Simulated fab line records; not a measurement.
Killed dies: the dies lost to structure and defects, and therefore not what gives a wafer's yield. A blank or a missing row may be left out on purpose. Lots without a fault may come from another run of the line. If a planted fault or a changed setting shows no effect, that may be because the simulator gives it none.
Which of the tools did it? | flow gf180mcu | 10 lots, 29 wafers sampled, at 4 steps of a route of 602

WHAT THE GAUGES READ, wafer by wafer
GF_V3_RS_MEAS_24: the measuring method here is four-point-probe. Usual: V3_W_RS 0.328 ohm/sq, standard deviation 0.0041.
lot  | measured     | on           | V3_W_RS (ohm/sq)        | flag
L834 | day 22 16:59 | filmMetro-02 | 0.322 0.323 0.317       | 
L837 | day 23 18:21 | filmMetro-04 | 0.324 0.322 0.319       | 
L840 | day 24 18:49 | filmMetro-01 | 0.334 0.333 0.328       | 
L842 | day 25 08:52 | filmMetro-01 | 0.327 0.332 0.329       | 
L841 | day 25 10:44 | filmMetro-04 | 0.334 0.330 0.333       | 
L846 | day 26 17:46 | filmMetro-01 | 0.236 0.238 0.236 0.239 | OFF
L851 | day 27 23:29 | filmMetro-01 | 0.334 0.330 0.331       | 
L854 | day 28 20:02 | filmMetro-02 | 0.335 0.333 0.335       | 
L855 | day 29 02:41 | filmMetro-02 | 0.326 0.339 0.327       | 
L856 | day 29 09:53 | filmMetro-02 | 0.333 0.332 0.326       | 

GF_V3_THK_MEAS_25: measures by xrf. Usual: V3_W_THK 351 nm, standard deviation 4.3.
lot  | measured     | on           | V3_W_THK (nm)   | flag
L834 | day 22 17:05 | filmMetro-02 | 355 355 359     | 
L837 | day 23 18:28 | filmMetro-04 | 355 360 360     | 
L840 | day 24 18:55 | filmMetro-01 | 343 342 351     | 
L842 | day 25 08:59 | filmMetro-01 | 351 346 350     | 
L841 | day 25 10:51 | filmMetro-04 | 342 345 347     | 
L846 | day 26 18:55 | filmMetro-01 | 484 481 485 485 | OFF
L851 | day 27 23:36 | filmMetro-01 | 342 346 346     | 
L854 | day 28 20:08 | filmMetro-02 | 348 349 349     | 
L855 | day 29 02:49 | filmMetro-02 | 355 342 353     | 
L856 | day 29 10:00 | filmMetro-02 | 346 349 355     | 

WHAT TOOL EACH LOT RAN ON (gives the tool, then ch and the chambers of the sampled wafers, and finally the start)
lot  | GF_V3_ETCH_16                     | GF_V3_CVD_23
L834 | rieDiel-04 ch 2,3, day 22 16:04   | cvdW-01 ch 0,1, day 22 16:52
L837 | rieDiel-03 ch 0,2, day 23 17:26   | cvdW-01 ch 0,1, day 23 18:14
L840 | rieDiel-02 ch 0,2,3, day 24 17:52 | cvdW-02 ch 0, day 24 18:41
L842 | rieDiel-02 ch 0,2, day 25 07:56   | cvdW-02 ch 0,1, day 25 08:44
L841 | rieDiel-03 ch 0,3, day 25 09:47   | cvdW-02 ch 0,1, day 25 10:37
L846 | rieDiel-03 ch 0,3, day 26 16:49   | cvdW-01 ch 0, day 26 17:38
L851 | rieDiel-04 ch 1,3, day 27 22:34   | cvdW-02 ch 0,1, day 27 23:22
L854 | rieDiel-03 ch 2,3, day 28 19:07   | cvdW-02 ch 0,1, day 28 19:55
L855 | rieDiel-03 ch 1,3, day 29 01:49   | cvdW-02 ch 0,1, day 29 02:35
L856 | rieDiel-02 ch 0,1,2, day 29 09:01 | cvdW-02 ch 0,1, day 29 09:46
- GF_V3_ETCH_16: etches BARC in N2/H2.
- GF_V3_CVD_23: deposits W, target thk 350 nm, time 104.9 s.

WHAT THE TOOLS THEMSELVES READ (means of the sampled wafers that have a number; where no wafer has one, the mark that the record gives instead)
GF_V3_ETCH_16. Usual: biasW 100.01 W, standard deviation 0.26; drypumpMotorCurrentA 5.7 A, standard deviation 0.48; oesProductAu 0.855 a.u., standard deviation 0.0048; throttleValvePct 13.225 %, standard deviation 0.0096.
lot  | tool       | biasW (W) | drypumpMotorCurrentA (A) | oesProductAu (a.u.) | throttleValvePct (%) | flag
L834 | rieDiel-04 | 99.92     | 6.0                      | 0.861               | 13.225               | 
L837 | rieDiel-03 | 100.13    | 5.3                      | 0.858               | 13.232               | 
L840 | rieDiel-02 | 100.27    | 6.1                      | 0.854               | 13.228               | 
L842 | rieDiel-02 | 99.91     | 6.0                      | 0.855               | 13.211               | 
L841 | rieDiel-03 | 100.16    | 5.8                      | 0.856               | 13.219               | 
L846 | rieDiel-03 | 100.08    | 5.7                      | 0.849               | 13.229               | 
L851 | rieDiel-04 | 99.90     | 5.7                      | 0.853               | 13.227               | 
L854 | rieDiel-03 | 99.88     | 5.0                      | 0.857               | 13.228               | 
L855 | rieDiel-03 | 100.11    | 5.3                      | 0.856               | 13.226               | 
L856 | rieDiel-02 | 100.14    | 6.0                      | 0.851               | 13.214               | 

GF_V3_CVD_23. Usual: 862 W for heaterPowerW, sd 83.
lot  | tool    | heaterPowerW (W) | flag
L834 | cvdW-01 | 781              | 
L837 | cvdW-01 | 785              | 
L840 | cvdW-02 | 968              | 
L842 | cvdW-02 | 916              | 
L841 | cvdW-02 | 926              | 
L846 | cvdW-01 | 772              | 
L851 | cvdW-02 | 910              | 
L854 | cvdW-02 | 938              | 
L855 | cvdW-02 | 953              | 
L856 | cvdW-02 | 937              | 

THE ANSWER, worked out from the rows above alone
Rule: lot off if the mean of its wafers having a number is beyond 3 standard deviations from the usual mean. Also off: a lot with no number at a reading for which 4 or more lots have one. The other lots that the step has rows for count as sound. Order of review: gauges by route order, followed by the tools' own readings, for which a lot's mean as printed above is used. The first step at which some lot is off is used, and at that step the reading that is off furthest; a lot without a number counts as furthest.
Off: L846, seen at GF_V3_RS_MEAS_24 (V3_W_RS).
A tool fits if, at a process step before that reading, it ran every lot that is off, and no sound lot after the first of them. Gauges at GF_V3_RS_MEAS_24: tried the same way as those tools. One fits: cvdW-01 at GF_V3_CVD_23. Its last sound lot is L837 (day 23 18:14), its first lot that is off L846 (day 26 17:38): a fault that began between those two fits.

WHAT THE SIMULATOR HAD INSERTED
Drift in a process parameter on cvdW-01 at GF_V3_CVD_23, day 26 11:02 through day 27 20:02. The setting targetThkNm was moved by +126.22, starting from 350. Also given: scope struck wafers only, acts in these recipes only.
Struck lots among those shown: L846. The rule above reached the same finding.
